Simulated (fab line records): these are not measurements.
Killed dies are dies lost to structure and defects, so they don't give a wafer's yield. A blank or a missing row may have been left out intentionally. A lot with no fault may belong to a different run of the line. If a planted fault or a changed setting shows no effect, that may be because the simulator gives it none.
Which tool did it?	flow sky130	Sampling: 12 lots, 36 wafers, 5 of 708 route steps

== WHAT THE GAUGES READ, wafer by wafer ==
No reading from a measuring or inspecting step in the record can be judged against a usual standard deviation.

== TOOL THAT RAN EACH LOT (tool first, then ch and the chambers of the sampled wafers, then the start) ==
lot	SKY_VIA2_CMP_02	SKY_VIA2_CVD_21	SKY_VIA2_CMP_24	SKY_METAL3_SPUTTER_00	SKY_PAD_OPEN_PROBE_99
L612	cmp-02 ch 0,2,3, day 35 12:10	cvdW-02 ch 0,1, day 36 15:28	cmp-01 ch 0,3, day 36 15:47	pvdSputter-03, day 36 16:03	-
L613	cmp-02 ch 0,1,3, day 36 01:20	cvdW-02 ch 0,1, day 37 04:29	cmp-02 ch 2,3, day 37 04:47	pvdSputter-02, day 37 05:05	-
L616	cmp-01 ch 1,2, day 36 20:07	cvdW-01 ch 0,1, day 37 23:26	cmp-02 ch 0,1,2, day 38 00:01	pvdSputter-03, day 38 00:13	-
L617	cmp-02 ch 0,2, day 37 11:49	cvdW-02 ch 0,1, day 38 14:11	cmp-02 ch 2,3, day 38 14:30	pvdSputter-01, day 38 14:48	-
L619	cmp-02 ch 0,1,2, day 38 11:26	cvdW-02 ch 0,1, day 39 13:17	cmp-01 ch 1,2, day 39 13:37	pvdSputter-03, day 39 13:52	-
L622	cmp-02 ch 0,2, day 39 02:02	cvdW-02 ch 0,1, day 40 03:47	cmp-01 ch 0,2,3, day 40 04:06	pvdSputter-03, day 40 04:24	prober-02, day 48 18:39
L627	cmp-01 ch 0,1, day 40 01:14	cvdW-01 ch 0,1, day 41 02:38	cmp-02 ch 0,1,3, day 41 03:01	pvdSputter-01, day 41 03:13	-
L628	cmp-02 ch 0,2,3, day 40 01:32	cvdW-02 ch 0,1, day 41 02:50	cmp-01 ch 0,1, day 41 03:07	pvdSputter-02, day 41 03:25	-
L632	cmp-01 ch 0,2,3, day 41 03:43	cvdW-01 ch 0,1, day 42 04:59	cmp-01 ch 0,2,3, day 42 05:24	pvdSputter-02, day 42 05:36	prober-01, day 50 09:23
L633	cmp-01 ch 0,2, day 41 15:29	cvdW-01 ch 0,1, day 42 16:42	cmp-01 ch 1,3, day 42 17:01	pvdSputter-02, day 42 17:19	-
L635	cmp-01 ch 0,3, day 42 00:56	cvdW-02 ch 0, day 43 01:22	cmp-02 ch 0,1,2, day 43 01:40	pvdSputter-02, day 43 01:58	-
L634	cmp-01 ch 0,2,3, day 42 03:23	cvdW-01 ch 0,1, day 43 03:54	cmp-01 ch 0,2,3, day 43 04:13	pvdSputter-02, day 43 04:31	-
- SKY_VIA2_CMP_02: polishes SiO2.
- SKY_VIA2_CVD_21: deposits W, target thk 420 nm, time 126.4 s.
- SKY_VIA2_CMP_24: polishes, stops on SiO2, t overpolish 20 s, target thk 0 nm.
- SKY_METAL3_SPUTTER_00: material Ti, target thk 15 nm, time 10 s.
- SKY_PAD_OPEN_PROBE_99

== AS READ BY THE TOOLS THEMSELVES (means over the sampled wafers that have a number; for cases with no such wafer, the mark the record gives instead) ==
SKY_VIA2_CMP_02. Usual: motorCurrentA 12.0 A, standard deviation 1.
lot	tool	motorCurrentA (A)	flag
L612	cmp-02	11.9	
L613	cmp-02	11.8	
L616	cmp-01	12.5	
L617	cmp-02	11.6	
L619	cmp-02	11.6	
L622	cmp-02	11.2	
L627	cmp-01	12.8	
L628	cmp-02	12.1	
L632	cmp-01	11.9	
L633	cmp-01	11.1	
L635	cmp-01	11.7	
L634	cmp-01	11.9	

SKY_VIA2_CVD_21. Usual: heaterPowerW 825 W, standard deviation 57.
lot	tool	heaterPowerW (W)	flag
L612	cvdW-02	858	
L613	cvdW-02	795	
L616	cvdW-01	798	
L617	cvdW-02	865	
L619	cvdW-02	856	
L622	cvdW-02	866	
L627	cvdW-01	808	
L628	cvdW-02	804	
L632	cvdW-01	835	
L633	cvdW-01	827	
L635	cvdW-02	915	
L634	cvdW-01	794	

SKY_VIA2_CMP_24. Usual: motorCurrentA 11.0 A, standard deviation 0.89; overpolishRunS 20.000 s, standard deviation 0.0092; timeToEndpointS 98 s, standard deviation 5.3.
lot	tool	motorCurrentA (A)	overpolishRunS (s)	timeToEndpointS (s)	flag
L612	cmp-01	10.9	20.003	100	
L613	cmp-02	11.2	19.998	91	
L616	cmp-02	10.7	19.998	98	
L617	cmp-02	11.5	20.005	92	
L619	cmp-01	10.5	20.003	100	
L622	cmp-01	10.5	19.990	101	
L627	cmp-02	10.9	20.006	100	
L628	cmp-01	11.4	19.997	98	
L632	cmp-01	10.7	20.000	100	
L633	cmp-01	12.2	20.006	100	
L635	cmp-02	10.5	19.996	97	
L634	cmp-01	10.7	20.010	106	

SKY_METAL3_SPUTTER_00. Usual: chamberPressurePa 0.4003 Pa, standard deviation 0.00083; throttleValvePct 29.7 %, standard deviation 0.98.
lot	tool	chamberPressurePa (Pa)	throttleValvePct (%)	flag
L612	pvdSputter-03	0.4005	29.3	
L613	pvdSputter-02	0.4002	30.1	
L616	pvdSputter-03	0.3996	30.4	
L617	pvdSputter-01	0.4004	30.6	
L619	pvdSputter-03	0.4690	26.4	OFF
L622	pvdSputter-03	0.4688	27.0	OFF
L627	pvdSputter-01	0.3997	30.6	
L628	pvdSputter-02	0.4001	29.7	
L632	pvdSputter-02	0.4003	29.3	
L633	pvdSputter-02	0.4004	28.8	
L635	pvdSputter-02	0.3992	29.9	
L634	pvdSputter-02	0.4007	29.2	

SKY_PAD_OPEN_PROBE_99. Usual: defectLimitedYield 82.2 %, standard deviation 1.9; killed_at_M0_to_M3 44, standard deviation 6.8; killed_at_M4_up 3.1, standard deviation 1.8; killedAtContacts 25, standard deviation 5.2; killedAtFrontEnd 15, standard deviation 4.1; killedAtOther 0.3, standard deviation 0.62; killedDies 88, standard deviation 9.4; killedOpen 48, standard deviation 7.1; killedShort 40, standard deviation 6.1; sort_bin_3_pad_short 0.9 %, standard deviation 0.38; sort_bin_5_function 10.5 %, standard deviation 1.5; sort_bin_6_memory 6.5 %, standard deviation 1.2; sort_bin_8_speed 0.5 %, standard deviation 0.95; sortNPass 402, standard deviation 10; sortYieldPct 81.6 %, standard deviation 2.
lot	tool	defectLimitedYield (%)	killed_at_M0_to_M3	killed_at_M4_up	killedAtContacts	killedAtFrontEnd	killedAtOther	killedDies	killedOpen	killedShort	sort_bin_3_pad_short (%)	sort_bin_5_function (%)	sort_bin_6_memory (%)	sort_bin_8_speed (%)	sortNPass	sortYieldPct (%)	flag
L622	prober-02	84.5	41	1.7	21	13	0.0	76	42	34	0.9	9.7	5.0	0.1	415	84.3	
L632	prober-01	82.5	44	4.0	20	18	0.0	86	52	34	0.7	10.7	6.1	0.7	402	81.8	

== THE ANSWER, worked out from the rows above alone ==
Rule: a lot counts as off when the mean over its wafers that have a number is more than 3 standard deviations away from the usual mean. Also off: a lot with no number at a reading for which 4 or more lots have one. Any other lot the step has rows for is counted as sound. Order of review: gauges by route order, followed by the tools' own readings, for which a lot's mean as printed above is used. The first step at which some lot is off is used, and at that step the reading that is off furthest; a lot without a number counts as furthest.
Off, at SKY_METAL3_SPUTTER_00 on chamberPressurePa: L619, L622.
If a tool, at that step or one of the process steps before it, ran each lot that is off and ran no sound lot following the first of them, it fits. One candidate fits, namely pvdSputter-03 at SKY_METAL3_SPUTTER_00. Its last sound lot is L616 (day 38 00:13), its first lot that is off L619 (day 39 13:52): a fault that began between those two fits.
The tool's own readings at SKY_METAL3_SPUTTER_00 bear it out: on the lots that are off they differ by more than 5 times the standard deviation of the sound lots' means. chamberPressurePa reads 0.4689 Pa there against 0.4001 Pa on the sound lots; throttleValvePct reads 26.7 % there against 29.8 % on the sound lots.

== WHAT WAS PUT IN BY THE SIMULATOR ==
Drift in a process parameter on pvdSputter-03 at SKY_METAL3_SPUTTER_00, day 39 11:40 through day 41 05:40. A move of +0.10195 in setting chamberPressurePa, from 0.4. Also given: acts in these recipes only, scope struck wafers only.
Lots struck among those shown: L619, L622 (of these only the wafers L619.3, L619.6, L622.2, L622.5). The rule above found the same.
